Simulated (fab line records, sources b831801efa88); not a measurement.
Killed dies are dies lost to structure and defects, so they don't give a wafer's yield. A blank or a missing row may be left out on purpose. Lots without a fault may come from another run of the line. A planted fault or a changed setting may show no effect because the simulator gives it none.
fab line records | flow gf180mcu | part 1 of 2: steps 1 to 28 of 36
record lots=5 wafers=15 last_day=33
route steps=602 shown M1@330 V1@335 M2@362
lots that met no fault: from a run of the same line without faults
start_h: hours from the record's first day to the start of the lot's first wafer shown | wait_h: hours since the lot's step before | " the same as in the row above | L1.1+2: a row that stands for several wafers | - no value, or no start given | * or withheld: withheld | < > ~ a bound
route shown NAME@n: a module of which the file shows steps, and the number in the route of the first | usual: mean/standard deviation of fault-free wafers | same: alike in all rows | chamber/n: place in a boat | sites: the reading at each site | _std_site: their standard deviation | _edge_site: outer sites' mean less inner sites' | radius_mm: how far each site lies from the wafer's centre | mask NAME#n: copy n | behind: the tool/chamber that last shaped the wafer | hold: why the lot was held/for how many hours/how that ended | device: the transistor (n, p or np) that didn't switch | end of line: the same wafers' tests at the end of the route | a step without rows: its recipe alone | killed: dies lost to structure and defects at the first sort, not the wafer's yield | map: a wafer's dies, x killed, . not, _ none there
set.NAME: the setting as run; set.NAME@STEP: as run at that earlier step | model.NAME: the simulator's own value behind a step, which no gauge read
lots at some steps of the route; a table a step, a row a wafer
services: from which hour (start_h, from the record's first day; less than 0 if before it) a tool's chamber was out of use, for how many hours, and why
## steps
# step GF_M1_OVL_MEAS_15
# usual M1_OVL=-3/5
# columns lot.wafer tool chamber start_h wait_h M1_OVL[nm]
L075.2 overlay-02 - 396.90 0.1 -5
L075.3 " - " " 1
L075.6 " - " " -10
L077.2 overlay-01 - 413.30 0.1 -4
L077.3 " - " " -1
L077.4 " - " " -4
L082.1 overlay-02 - 462.84 0.1 -1
L082.2 " - " " -1
L082.5 " - " " -4
L087.2 overlay-01 - 504.60 0.1 4
L087.4 " - " " 13
L087.5 " - " " 10
L093.3 overlay-01 - 549.01 0.1 -2
L093.4 " - " " -1
L093.5 " - " " -4
# step GF_M1_METAL_ETCH_16
# recipe chemistry=Cl2/BCl3 mask_material=KrF target_depth_nm=750.8 stop_on=SiO2 pressure_mtorr=8 icp_w=800 bias_w=140 Cl2_flow_sccm=80 bcl3_flow_sccm=40 time_s=125.1
# usual drypump_motor_current_A=5.9/0.65 oes_product_au=0.992/0.0049 throttle_valve_pct=28.226/0.009
# columns lot.wafer tool chamber start_h wait_h drypump_motor_current_A oes_product_au rf_hours_counter_h throttle_valve_pct
L075.2 rie_metal-02 1 396.93 0.0 5.2 0.985 7 28.224
L075.3 " 1 " " 5.2 0.986 - 28.242
L075.6 " 1 " " 5.2 0.995 - 28.251
L077.2 rie_metal-03 1 413.33 0.0 5.6 0.990 5 28.231
L077.3 " 0 " " 6.7 0.989 - 28.237
L077.4 " 1 " " 5.7 0.994 - 28.238
L082.1 rie_metal-04 0 462.88 0.0 4.8 0.999 2 28.222
L082.2 " 1 " " 6.0 0.992 9 28.223
L082.5 " 1 " " 6.0 0.990 - 28.230
L087.2 rie_metal-03 0 504.63 0.0 6.7 0.989 10 28.224
L087.4 " 1 " " 5.7 0.982 - 28.227
L087.5 " 0 " " 6.7 0.989 - 28.246
L093.3 rie_metal-04 0 549.07 0.1 4.8 0.997 - 28.234
L093.4 " 1 " " 6.0 0.994 - 28.221
L093.5 " 1 " " 6.0 0.995 - 28.234
# step GF_M1_STRIP_17
# recipe chemistry=O2/N2 power_w=1400 pressure_mtorr=1500 platen_temp_c=250 o2_flow_sccm=3000 n2_flow_sccm=300 overash_fraction=0.5
# usual drypump_motor_current_A=5.8/0.39 heater_power_w=315/20 oes_product_au=0.540/0.0043 strip_time_to_endpoint_s=7.46/0.041
# columns lot.wafer tool chamber start_h wait_h drypump_motor_current_A heater_power_w oes_product_au rf_hours_counter_h strip_time_to_endpoint_s
L075.2 plasma_asher-04 1 397.06 0.1 5.1 321 0.545 77 7.52
L075.3 " 0 " " 5.6 313 0.544 - 7.52
L075.6 " 1 " " 5.0 330 0.546 - 7.47
L077.2 plasma_asher-01 0 413.46 0.1 6.4 285 0.534 33 7.51
L077.3 " 1 " " 6.0 339 0.540 - 7.46
L077.4 " 0 " " 6.4 293 0.541 - 7.46
L082.1 plasma_asher-01 1 463.01 0.1 6.0 345 0.549 38 7.48
L082.2 " 0 " " 6.4 291 0.537 38 7.40
L082.5 " 0 " " 6.4 295 0.544 - 7.44
L087.2 plasma_asher-01 0 504.76 0.1 6.4 298 0.538 43 7.46
L087.4 " 0 " " 6.5 289 0.537 - 7.47
L087.5 " 1 " " 6.0 341 0.542 - 7.45
L093.3 plasma_asher-01 0 549.19 0.1 6.4 296 0.538 - 7.51
L093.4 " 1 " " 6.0 349 0.537 - 7.44
L093.5 " 0 " " 6.4 292 0.545 - 7.48
# step GF_M1_STRIP_18
# recipe chemistry=post_etch_residue_remover time_s=1200 temp_c=72.5
# columns lot.wafer tool chamber start_h wait_h
L075.2+3+6 wet_bench-02 1 397.16 0.1
L077.2+3+4 wet_bench-03 0 413.56 0.1
L082.1+2+5 wet_bench-02 1 463.11 0.1
L087.2+4+5 wet_bench-03 2 504.86 0.1
L093.3+4+5 wet_bench-02 3 549.26 0.0
# step GF_M1_CLEAN_19
# recipe chemistry=DIW dry=n2_spin
# columns lot.wafer tool chamber start_h wait_h
L075.2+3+6 wet_bench-03 1 397.50 0.0
L077.2+3+4 wet_bench-04 1 413.90 0.0
L082.1+2+5 wet_bench-04 0 463.45 0.0
L087.2+4+5 wet_bench-04 3 505.23 0.0
L093.3+4+5 wet_bench-04 2 549.60 0.0
# step GF_V1_CVD_00
# recipe material=SiO2 target_thk_nm=600 sigma_open_frac=0.3 temp_c=400 time_s=100 sih4_flow_sccm=60 pressure_mtorr=6
# usual susceptor_temp_C=400.05/0.21
# columns lot.wafer tool chamber start_h wait_h susceptor_temp_C
L075.2 hdpcvd-01 1 397.59 0.0 400.25
L075.3 " 0 " " 399.98
L075.6 " 0 " " 399.57
L077.2 hdpcvd-01 2 413.99 0.0 400.08
L077.3 " 1 " " 400.04
L077.4 " 2 " " 400.31
L082.1 hdpcvd-02 1 463.54 0.0 399.86
L082.2 " 0 " " 400.03
L082.5 " 1 " " 400.00
L087.2 hdpcvd-01 2 505.32 0.0 400.19
L087.4 " 1 " " 399.89
L087.5 " 0 " " 400.07
L093.3 hdpcvd-02 0 549.75 0.1 400.33
L093.4 " 1 " " 399.77
L093.5 " 2 " " 400.22
# step GF_V1_THK_MEAS_01
# recipe reads=SiO2_of_V1_CVD_00
# usual V1_CVD_00_THK=601/6.7
# columns lot.wafer tool chamber start_h wait_h V1_CVD_00_THK[nm]
L075.2 film_metro-03 - 397.67 0.0 591
L075.3 " - " " 596
L075.6 " - " " 605
L077.2 film_metro-03 - 414.08 0.0 595
L077.3 " - " " 595
L077.4 " - " " 595
L082.1 film_metro-01 - 463.62 0.0 596
L082.2 " - " " 604
L082.5 " - " " 596
L087.2 film_metro-01 - 505.41 0.0 604
L087.4 " - " " 605
L087.5 " - " " 607
L093.3 film_metro-03 - 549.84 0.1 597
L093.4 " - " " 589
L093.5 " - " " 600
# step GF_V1_CVD_02
# recipe material=SiO2 target_thk_nm=850 precursor=TEOS temp_c=400 time_s=94.851 rf_w=600
# usual heater_power_outer_w=384/62 heater_power_w=673/100 susceptor_temp_C=400.00/0.22
# columns lot.wafer tool chamber start_h wait_h heater_power_outer_w heater_power_w susceptor_temp_C
L075.2 pecvd-01 0 397.72 0.0 318 568 399.92
L075.3 " 1 " " 276 529 400.03
L075.6 " 2 " " 367 628 399.69
L077.2 pecvd-04 0 414.13 0.0 327 569 399.98
L077.3 " 1 " " 458 831 400.16
L077.4 " 2 " " 416 717 400.03
L082.1 pecvd-03 1 463.68 0.1 458 854 399.68
L082.2 " 2 " " 320 542 400.36
L082.5 " 0 " " 487 834 400.40
L087.2 pecvd-01 0 505.46 0.0 326 581 400.07
L087.4 " 2 " " 438 741 399.76
L087.5 " 1 " " 377 629 400.15
L093.3 pecvd-03 2 549.88 0.0 333 569 399.98
L093.4 " 1 " " 430 811 400.25
L093.5 " 0 " " 456 797 400.21
# step GF_V1_THK_MEAS_03
# recipe reads=SiO2_of_V1_CVD_02
# usual V1_CVD_02_THK=844/10
# columns lot.wafer tool chamber start_h wait_h V1_CVD_02_THK[nm]
L075.2 film_metro-03 - 397.80 0.0 836
L075.3 " - " " 839
L075.6 " - " " 848
L077.2 film_metro-03 - 414.21 0.0 847
L077.3 " - " " 851
L077.4 " - " " 850
L082.1 film_metro-03 - 463.74 0.0 826
L082.2 " - " " 830
L082.5 " - " " 841
L087.2 film_metro-03 - 505.54 0.0 832
L087.4 " - " " 845
L087.5 " - " " 847
L093.3 film_metro-01 - 549.97 0.1 840
L093.4 " - " " 855
L093.5 " - " " 854
# step GF_V1_CMP_04
# recipe material=SiO2 down_force_psi=4 platen_rpm=60 pad_velocity_m_s=0.94248
# usual motor_current_A=12.8/1.1 platen_rpm=60.00/0.045 time_to_endpoint_s=78/5.1
# columns lot.wafer tool chamber start_h wait_h motor_current_A platen_rpm time_to_endpoint_s
L075.3 cmp-02 0 397.85 0.0 12.0 59.95 75
L075.2 " 3 " " 13.6 59.97 79
L075.6 " 1 " " 14.6 60.03 82
L077.3 cmp-01 2 414.26 0.0 12.9 59.99 80
L077.2 " 0 " " 11.4 59.98 76
L077.4 " 1 " " 11.6 59.99 77
L082.2 cmp-02 1 463.80 0.0 13.9 59.97 74
L082.1 " 3 " " 12.9 60.05 72
L082.5 " 2 " " 13.3 60.01 78
L087.2 cmp-02 2 505.64 0.1 13.9 60.00 75
L087.4 " 0 " " 11.4 60.01 73
L087.5 " 1 " " 14.3 60.04 78
L093.4 cmp-01 2 550.06 0.1 13.0 59.97 80
L093.3 " 3 " " 13.3 59.98 74
L093.5 " 1 " " 11.5 59.85 82
# step GF_V1_BOW_MEAS_05
# recipe mode=bow
# usual V1_BOW=84/7.3
# columns lot.wafer tool chamber start_h wait_h V1_BOW[um]
L075.2 film_metro-02 - 398.17 0.1 86
L075.3 " - " " 78
L075.6 " - " " 88
L077.2 film_metro-01 - 414.58 0.2 87
L077.3 " - " " 97
L077.4 " - " " 85
L082.1 film_metro-01 - 464.10 0.1 84
L082.2 " - " " 73
L082.5 " - " " 68
L087.2 film_metro-01 - 505.91 0.2 78
L087.4 " - " " 91
L087.5 " - " " 96
L093.3 film_metro-03 - 550.35 0.2 82
L093.4 " - " " 90
L093.5 " - " " 95
# step GF_V1_DEHYDRATE_06
# recipe temp_c=200 time_s=60
# columns lot.wafer tool chamber start_h wait_h
L075.2+3+6 litho_track-02 0 409.04 10.8
L077.2+3+4 litho_track-03 0 426.39 11.8
L082.1+2+5 litho_track-01 0 475.62 11.5
L087.2+4+5 litho_track-03 0 516.64 10.7
L093.3+4+5 litho_track-01 0 560.62 10.2
# step GF_V1_HMDS_07
# recipe prime_time_s=60 prime_temp_c=120
# columns lot.wafer tool chamber start_h wait_h
L075.2+3+6 litho_track-02 0 409.19 0.1
L077.2+3+4 litho_track-03 0 426.54 0.1
L082.1+2+5 litho_track-01 0 475.77 0.1
L087.2+4+5 litho_track-03 0 516.79 0.1
L093.3+4+5 litho_track-01 0 560.77 0.1
# step GF_V1_COAT_08
# recipe resist=BARC temp_c=withheld time_s=withheld spin_rpm=withheld resist_thk_nm=withheld
# usual dispense_pressure_kPa=56.4/2.5
# columns lot.wafer tool chamber start_h wait_h dispense_pressure_kPa
L075.2 litho_track-02 0 409.34 0.1 59.4
L075.3 " 0 " " 59.4
L075.6 " 0 " " 59.4
L077.2 litho_track-03 0 426.69 0.1 53.4
L077.3 " 0 " " 53.4
L077.4 " 0 " " 53.4
L082.1 litho_track-01 0 475.92 0.1 54.8
L082.2 " 0 " " 54.8
L082.5 " 0 " " 54.8
L087.2 litho_track-03 0 516.94 0.1 53.5
L087.4 " 0 " " 53.5
L087.5 " 0 " " 53.5
L093.3 litho_track-01 0 560.92 0.1 54.7
L093.4 " 0 " " 54.7
L093.5 " 0 " " 54.7
# step GF_V1_COAT_09
# recipe resist=KrF spin_rpm=withheld resist_thk_nm=1000
# usual dispense_pressure_kPa=56.4/2.6
# columns lot.wafer tool chamber start_h wait_h dispense_pressure_kPa
L075.2 litho_track-02 0 - - 59.3
L075.3 " 0 " " 59.4
L075.6 " 0 " " 59.4
L077.2 litho_track-03 0 - - 53.5
L077.3 " 0 " " 53.5
L077.4 " 0 " " 53.5
L082.1 litho_track-01 0 - - 54.7
L082.2 " 0 " " 54.7
L082.5 " 0 " " 54.6
L087.2 litho_track-03 0 - - 53.5
L087.4 " 0 " " 53.5
L087.5 " 0 " " 53.5
L093.3 litho_track-01 0 - - 54.7
L093.4 " 0 " " 54.7
L093.5 " 0 " " 54.7
# step GF_V1_SOFTBAKE_10
# recipe temp_c=130 time_s=60 resist=KrF
# columns lot.wafer tool chamber start_h wait_h
L075.2+3+6 litho_track-02 0 - -
L077.2+3+4 litho_track-03 0 - -
L082.1+2+5 litho_track-01 0 - -
L087.2+4+5 litho_track-03 0 - -
L093.3+4+5 litho_track-01 0 - -
# step GF_V1_EXPOSE_11
# recipe mask_id=Via1 target_cd_nm=260 na=0.68 source_shape=conventional sigma_outer=0.6 dose_mj=38
# columns lot.wafer tool chamber start_h wait_h mask
L075.2+3+6 krf_scanner-02 0 - - Via1#0
L077.2+3+4 krf_scanner-02 0 - - Via1#0
L082.1+2+5 krf_scanner-02 0 - - Via1#0
L087.2+4+5 krf_scanner-01 0 - - Via1#0
L093.3+4+5 krf_scanner-01 0 - - Via1#0
# step GF_V1_PEB_12
# recipe peb_temp_c=135 peb_time_s=90 resist=KrF
# columns lot.wafer tool chamber start_h wait_h
L075.2+3+6 litho_track-03 0 - -
L077.2+3+4 litho_track-01 0 - -
L082.1+2+5 litho_track-03 0 - -
L087.2+4+5 litho_track-03 0 - -
L093.3+4+5 litho_track-03 0 - -
# step GF_V1_DEVELOP_13
# recipe develop_time_s=60 resist=KrF dev_temp_c=21
# columns lot.wafer tool chamber start_h wait_h
L075.2+3+6 litho_track-03 0 420.94 0.2
L077.2+3+4 litho_track-01 0 438.80 0.2
L082.1+2+5 litho_track-03 0 488.01 0.2
L087.2+4+5 litho_track-03 0 529.34 0.2
L093.3+4+5 litho_track-03 0 571.36 0.1
# step GF_V1_CD_MEAS_14
# recipe target_cd_nm=260
# usual cd_nm=259.8/1.1
# columns lot.wafer tool chamber start_h wait_h cd_nm
L075.2 cd_sem-01 - 421.08 0.1 261.7
L075.3 " - " " 259.2
L075.6 " - " " 260.4
L077.2 cd_sem-01 - 438.94 0.1 259.9
L077.3 " - " " 259.4
L077.4 " - " " 260.0
L082.1 cd_sem-02 - 488.16 0.1 259.0
L082.2 " - " " 258.8
L082.5 " - " " 258.2
L087.2 cd_sem-01 - 529.48 0.1 260.3
L087.4 " - " " 260.2
L087.5 " - " " 260.9
L093.3 cd_sem-02 - 571.50 0.1 260.6
L093.4 " - " " 259.8
L093.5 " - " " 260.4
# step GF_V1_OVL_MEAS_15
# usual V1_OVL=-3/6.1
# columns lot.wafer tool chamber start_h wait_h V1_OVL[nm]
L075.2 overlay-01 - 421.19 0.1 -9
L075.3 " - " " -11
L075.6 " - " " 1
L077.2 overlay-01 - 439.05 0.1 -8
L077.3 " - " " -2
L077.4 " - " " -1
L082.1 overlay-02 - 488.28 0.1 -5
L082.2 " - " " -2
L082.5 " - " " -2
L087.2 overlay-01 - 529.59 0.1 -4
L087.4 " - " " -2
L087.5 " - " " -2
L093.3 overlay-02 - 571.59 0.1 9
L093.4 " - " " 6
L093.5 " - " " 16
# step GF_V1_ETCH_16
# recipe chemistry=N2/H2 target_depth_a=withheld overetch_a=withheld time_s=withheld target=BARC ion_energy_ev=200 source_w=500 bias_w=100 pressure_mtorr=30 n2_flow_sccm=100 h2_flow_sccm=200
# usual drypump_motor_current_A=5.5/0.33 oes_product_au=0.855/0.0046 throttle_valve_pct=13.225/0.0092
# columns lot.wafer tool chamber start_h wait_h drypump_motor_current_A oes_product_au throttle_valve_pct
L075.2 rie_diel-03 0 421.22 0.0 5.5 0.864 13.226
L075.3 " 2 " " 6.0 0.855 13.229
L075.6 " 0 " " 5.5 0.850 13.242
L077.2 rie_diel-04 2 439.08 0.0 5.1 0.851 13.219
L077.3 " 1 " " 5.8 0.853 13.242
L077.4 " 0 " " 5.4 0.852 13.234
L082.1 rie_diel-01 1 488.32 0.0 5.6 0.867 13.227
L082.2 " 0 " " 5.6 0.851 13.245
L082.5 " 3 " " 5.8 0.855 13.226
L087.2 rie_diel-04 2 529.62 0.0 5.1 0.862 13.227
L087.4 " 1 " " 5.8 0.848 13.213
L087.5 " 3 " " 5.1 0.850 13.220
L093.3 rie_diel-01 1 571.62 0.0 5.6 0.854 13.216
L093.4 " 3 " " 5.8 0.848 13.214
L093.5 " 1 " " 5.6 0.857 13.220
# step GF_V1_ETCH_17
# recipe chemistry=C4F8/O2/Ar mask_material=KrF target=SiO2 stop_on=TiN source_w=1500 bias_w=1200 pressure_mtorr=40 c4f8_flow_sccm=withheld O2_flow_sccm=6 Ar_flow_sccm=300 time_s=withheld target_depth_a=6300
# usual oes_product_au=0.856/0.005
# columns lot.wafer tool chamber start_h wait_h oes_product_au
L075.2 rie_diel-03 0 - - 0.853
L075.3 " 2 " " 0.856
L075.6 " 0 " " 0.861
L077.2 rie_diel-04 2 - - 0.865
L077.3 " 1 " " 0.859
L077.4 " 0 " " 0.864
L082.1 rie_diel-01 1 - - 0.852
L082.2 " 0 " " 0.851
L082.5 " 3 " " 0.855
L087.2 rie_diel-04 2 - - 0.866
L087.4 " 1 " " 0.852
L087.5 " 3 " " 0.847
L093.3 rie_diel-01 1 - - 0.856
L093.4 " 3 " " 0.856
L093.5 " 1 " " 0.852
# step GF_V1_STRIP_18
# recipe chemistry=O2/N2 power_w=1400 pressure_mtorr=1500 platen_temp_c=250 o2_flow_sccm=3000 n2_flow_sccm=300 overash_fraction=0.5
# usual drypump_motor_current_A=5.6/0.39 heater_power_w=318/16 oes_product_au=0.594/0.0053
# columns lot.wafer tool chamber start_h wait_h drypump_motor_current_A heater_power_w oes_product_au rf_hours_counter_h
L075.2 plasma_asher-03 0 421.35 - 6.3 295 0.593 65
L075.3 " 1 " " 6.0 343 0.603 -
L075.6 " 0 " " 6.3 300 0.586 -
L077.2 plasma_asher-03 0 439.21 - 6.3 301 0.596 68
L077.3 " 1 " " 6.0 349 0.585 -
L077.4 " 0 " " 6.3 296 0.595 -
L082.1 plasma_asher-04 1 488.45 - 5.0 322 0.597 7
L082.2 " 0 " " 5.6 333 0.592 7
L082.5 " 0 " " 5.6 333 0.591 -
L087.2 plasma_asher-04 1 529.75 - 5.0 322 0.591 11
L087.4 " 0 " " 5.6 327 0.588 -
L087.5 " 0 " " 5.6 325 0.595 -
L093.3 plasma_asher-02 1 571.78 - 5.6 311 0.600 -
L093.4 " 0 " " 5.7 303 0.598 -
L093.5 " 0 " " 5.6 305 0.599 -
# step GF_V1_STRIP_19
# recipe chemistry=post_etch_residue_remover time_s=1200 temp_c=72.5
# columns lot.wafer tool chamber start_h wait_h
L075.2+3+6 wet_bench-04 0 421.45 0.1
L077.2+3+4 wet_bench-01 3 439.31 0.1
L082.1+2+5 wet_bench-02 3 488.55 0.1
L087.2+4+5 wet_bench-02 3 529.85 0.1
L093.3+4+5 wet_bench-02 3 571.85 0.0
# step GF_V1_CLEAN_20
# recipe chemistry=DIW dry=n2_spin
# columns lot.wafer tool chamber start_h wait_h
L075.2+3+6 wet_bench-01 1 421.79 0.0
L077.2+3+4 wet_bench-04 3 439.65 0.0
L082.1+2+5 wet_bench-04 1 489.29 0.0
L087.2+4+5 wet_bench-02 2 530.19 0.0
L093.3+4+5 wet_bench-01 2 572.19 0.0
# step GF_V1_SPUTTER_21
# recipe material=Ti target_thk_nm=15 chamber_pressure_pa=5 power_w=2454 substrate_temp_c=200 time_s=80.02
# usual chamber_pressure_pa=5.001/0.0097 throttle_valve_pct=29.7/1.2
# columns lot.wafer tool chamber start_h wait_h chamber_pressure_pa throttle_valve_pct
L075.2 pvd_sputter-01 - 421.88 0.0 5.006 28.3
L075.3 " - " " 4.979 30.4
L075.6 " - " " 4.998 28.1
L077.2 pvd_sputter-01 - 439.75 0.0 4.993 30.4
L077.3 " - " " 5.008 29.8
L077.4 " - " " 5.000 28.6
L082.1 pvd_sputter-03 - 489.39 0.0 5.013 29.5
L082.2 " - " " 4.997 30.0
L082.5 " - " " 5.012 30.0
L087.2 pvd_sputter-03 - 530.28 0.0 5.018 30.5
L087.4 " - " " 5.002 30.3
L087.5 " - " " 5.009 30.2
L093.3 pvd_sputter-02 - 572.28 0.0 4.973 31.2
L093.4 " - " " 5.002 30.5
L093.5 " - " " 5.015 31.5
# step GF_V1_SPUTTER_22
# recipe material=TiN target_thk_nm=10 chamber_pressure_pa=5 power_w=4000 time_s=40
# usual chamber_pressure_pa=5.001/0.011 throttle_valve_pct=29.6/1.2
# columns lot.wafer tool chamber start_h wait_h chamber_pressure_pa throttle_valve_pct
L075.2 pvd_sputter-01 - 421.94 0.0 5.010 28.2
L075.3 " - " " 5.016 30.4
L075.6 " - " " 5.001 28.0
L077.2 pvd_sputter-01 - 439.81 0.0 5.006 30.3
L077.3 " - " " 5.005 29.6
L077.4 " - " " 5.010 28.3
L082.1 pvd_sputter-03 - 489.45 0.0 5.008 29.8
L082.2 " - " " 4.989 30.6
L082.5 " - " " 5.003 30.0
L087.2 pvd_sputter-03 - 530.34 0.0 5.007 30.6
L087.4 " - " " 4.991 30.2
L087.5 " - " " 4.997 30.0
L093.3 pvd_sputter-02 - 572.34 0.0 5.013 31.1
L093.4 " - " " 5.009 30.6
L093.5 " - " " 4.989 31.3
